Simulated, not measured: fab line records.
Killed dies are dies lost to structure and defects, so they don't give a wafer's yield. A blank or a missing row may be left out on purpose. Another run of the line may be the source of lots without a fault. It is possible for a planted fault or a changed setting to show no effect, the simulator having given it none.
Struck lot and sound lot, side by side	flow sky130	15 out of 708 route steps
Sound: the wafers L746.2, L746.3, L746.5. Struck: wafers L751.1, L751.2, L751.4. The cause comes at the end.
For every step that has rows: the tool of each side, followed by ch and its chambers, followed by its first start. Under that, the readings that differ: sound wafers	struck wafers	difference of the means	sigmas: that difference in standard deviations of wafers without a fault.
alike: readings with means less than 2 such deviations apart, plus words and numbers identical on both sides. not compared: withheld readings, readings lacking a value on some wafer, bounds such as >300 that could conceal the same value, and numbers that have no deviation in the record and whose values overlap.
A row with sigmas, a row that says differs or no value, or rows on one side alone: a step with any of these is where the two part. Non-overlapping numbers with no deviation appear without sigmas and do not part them. Lack of a reading on every wafer of one side parts them only where that side has two or more wafers.

first, 8 steps without rows for these wafers: SKY_LOCAL_INTERCONNECT_DEHYDRATE_03 (time 60 s); SKY_LOCAL_INTERCONNECT_HMDS_04 (prime time 60 s); SKY_LOCAL_INTERCONNECT_COAT_05 (resist thk 60 nm); SKY_LOCAL_INTERCONNECT_COAT_06 (resist thk 450 nm); SKY_LOCAL_INTERCONNECT_SOFTBAKE_07 (time 90 s); SKY_LOCAL_INTERCONNECT_EXPOSE_08 (exposes mask LI1M, target cd 170 nm); SKY_LOCAL_INTERCONNECT_PEB_09; SKY_LOCAL_INTERCONNECT_DEVELOP_10 (develop time 60 s).
SKY_LOCAL_INTERCONNECT_CD_MEAS_11: target cd 170 nm.
  sound: cd-sem-01 at day 34 15:26; struck: cd-sem-02 at day 36 13:10
reading	sound	struck	difference	sigmas
cd-nm (nm)	172.1 171.4 172.4	167.8 167.7 166.8	-4.5	-3
SKY_LOCAL_INTERCONNECT_OVL_MEAS_12:
  sound: overlay-01 at day 34 15:32; struck: overlay-01 at day 36 13:17
  alike: LOCAL_INTERCONNECT_OVL
SKY_LOCAL_INTERCONNECT_ETCH_13: etches BARC in N2/H2, stops on SiO2, time 45.9 s, target depth 60 nm.
  sound on rie-metal-02 ch 0,1, day 34 15:34; struck on rie-metal-03 ch 0,1, day 36 13:19
  alike: bias-w, drypump-motor-current-A, oes-product-au, throttle-valve-pct
  not compared: rf-hours-counter-h
SKY_LOCAL_INTERCONNECT_METAL_ETCH_14: etches TiN in Cl2/BCl3, stops on PSG, target depth 110 nm, time 31.4 s.
  sound on rie-metal-02 ch 0,1, day 34 15:38; struck on rie-metal-03 ch 0,1, day 36 13:23
  alike: bias-w, drypump-motor-current-A, oes-product-au, throttle-valve-pct
  not compared: rf-hours-counter-h
SKY_LOCAL_INTERCONNECT_STRIP_15: strips in O2/N2.
  sound on plasma-asher-01 ch 0,1, day 34 15:41; struck on plasma-asher-04 ch 0,1, day 36 13:26
  no value came back on the struck wafers for chamber-pressure-mTorr (mTorr), drypump-motor-current-A (A), oes-product-au (a.u.), strip-time-to-endpoint-s (s); on the sound wafers chamber-pressure-mTorr (mTorr) reads 1499.0 1500.3 1500.1
reading	sound	struck	difference	sigmas
model.KrF-thick_of_LOCAL_INTERCONNECT_COAT_06.thk-nm (nm)	0 0 0	350 346.5 347.5	+348	
  not compared: rf-hours-counter-h
then, 1 step without rows for these wafers: SKY_LOCAL_INTERCONNECT_STRIP_16 (strips in post etch residue remover, time 1200 s).
-- here the record skips 14 days between the struck wafers' starts before and after, leaving off in module LOCAL_INTERCONNECT and picking up in module PAD_OPEN (first step shown: number 708 of the route) --
SKY_PAD_OPEN_PROBE_99:
  sound: prober-02 at day 49 00:36; struck: prober-02 at day 50 07:20
reading	sound	struck	difference	sigmas
killed-at-contacts	25 24 24	422 435 433	+406	+78
killed-dies	86 88 82	492 492 492	+407	+43
killed-on-rim	16 17 18	96 96 96	+79	+21
  alike: killed_at_M0_to_M3, killed_at_M4_up, killed-at-front-end, killed-at-other, killed-open, killed-short

== WHERE THEY PART ==
Earliest at SKY_LOCAL_INTERCONNECT_CD_MEAS_11; latest, in this record, at SKY_PAD_OPEN_PROBE_99.

WHY: the cause the simulator had injected
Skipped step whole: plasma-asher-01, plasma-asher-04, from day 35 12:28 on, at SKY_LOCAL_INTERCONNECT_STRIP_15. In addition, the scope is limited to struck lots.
